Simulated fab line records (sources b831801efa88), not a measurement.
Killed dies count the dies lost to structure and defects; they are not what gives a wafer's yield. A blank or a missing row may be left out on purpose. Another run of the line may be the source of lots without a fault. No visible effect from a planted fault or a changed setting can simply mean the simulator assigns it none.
Matching of chambers	flow gf180mcu	GF_STI_CMP_25 on cmp-01: 4 sister chambers
The step polishes, stops on Si3N4, t overpolish 33 s, target thk 524.6 nm. 54 wafers are shown with their chamber, then 12 later ones without.

WAFERS WITH THEIR CHAMBER
wafer	chamber	motor current A (A)	time to endpoint s (s)	overpolish run s (s)
L076.2	2	10.7	118	33.002
L076.3	1	14.1	130	33.001
L076.5	1	13.1	133	33.000
L078.2	2	10.1	113	33.008
L078.3	1	13.2	127	32.988
L078.5	2	10.4	120	32.988
L079.1	1	13.5	131	33.006
L079.5	2	10.5	121	33.007
L079.6	1	12.9	137	32.997
L080.2	3	10.7	127	32.995
L080.3	2	10.3	123	33.005
L080.6	3	10.7	126	32.970
L081.1	2	10.0	118	32.993
L081.4	0	12.4	124	33.004
L081.6	0	12.0	125	33.016
L082.2	3	11.3	128	32.988
L082.4	2	10.7	117	32.993
L082.5	1	13.4	128	32.994
L084.1	3	11.3	120	33.013
L084.2	2	10.4	121	33.006
L084.3	0	12.3	123	32.999
L084.4	1	13.9	135	32.989
L084.5	2	10.3	122	33.006
L084.6	3	10.5	119	33.009
L085.2	1	13.2	128	33.013
L085.3	2	10.8	126	32.984
L085.4	0	11.7	120	32.992
L085.1	3	10.6	128	32.998
L085.5	1	14.8	128	33.006
L085.6	0	11.8	124	33.011
L086.2	3	11.2	121	32.993
L086.3	0	12.8	116	33.007
L086.5	2	9.8	115	33.005
L087.2	3	11.2	127	32.989
L087.3	2	10.2	119	32.997
L087.6	1	13.8	131	33.017
L088.1	0	11.5	118	33.001
L088.2	2	10.1	119	32.999
L088.3	3	10.6	128	32.995
L089.2	3	11.2	127	33.010
L089.3	2	10.3	118	33.014
L089.5	2	9.9	117	33.009
L089.1	0	11.3	129	32.994
L089.4	1	13.6	134	33.001
L089.6	3	10.5	125	32.994
L090.2	1	13.2	124	33.006
L090.3	0	11.6	117	32.991
L090.6	0	11.9	116	33.007
L091.1	2	9.8	112	33.004
L091.2	3	10.6	119	32.996
L091.4	0	11.5	120	32.996
L092.3	1	13.7	126	33.005
L092.5	1	13.4	130	33.007
L092.6	2	10.4	120	32.997

SIGNATURES (means of the wafers above)
reading	chamber 0	chamber 1	chamber 2	chamber 3	scatter within a chamber
motor current A	11.891	13.557	10.276	10.867	0.397
time to endpoint s	121.09	130.14	118.76	124.58	3.74
overpolish run s	33.00164	33.00214	33.00100	32.99583	0.00899
Rule: a wafer lies at a distance from a chamber equal to the root of the sum of squares, over the readings, of (its reading less the chamber's mean, divided by the reading's scatter). The wafer belongs to the nearest chamber; if the next one is less than 2 further off, it can't be placed. The scatter: the root of (the sum of the squares of (reading less its chamber's mean) over the shown wafers, divided by (wafers less chambers)).

WAFERS MISSING THEIR CHAMBER
wafer	motor current A (A)	time to endpoint s (s)	overpolish run s (s)
L092.1	12.2	120	32.996
L092.2	11.6	124	32.999
L092.4	10.4	114	33.016
L093.1	11.1	125	33.000
L093.3	13.1	135	32.999
L093.6	11.9	126	32.988
L094.4	11.9	121	32.999
L094.5	9.8	118	32.992
L094.6	14.1	129	33.009
L097.1	14.1	122	32.997
L097.2	12.0	116	33.010
L097.4	10.9	124	33.016

EACH ONE'S CHAMBER
wafer	from the rows above	in truth
L092.1	0	0
L092.2	can't be placed: 0 or 3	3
L092.4	can't be placed: 2 or 3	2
L093.1	can't be placed: 3 or 0 or 2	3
L093.3	1	1
L093.6	can't be placed: 0 or 3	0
L094.4	0	0
L094.5	can't be placed: 2 or 3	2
L094.6	1	1
L097.1	1	1
L097.2	0	0
L097.4	can't be placed: 3 or 2 or 0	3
Correctly placed: 6 of 12. Not placeable from these rows: 6 (in 6, the candidates include the true chamber). Wrongly placed: 0.
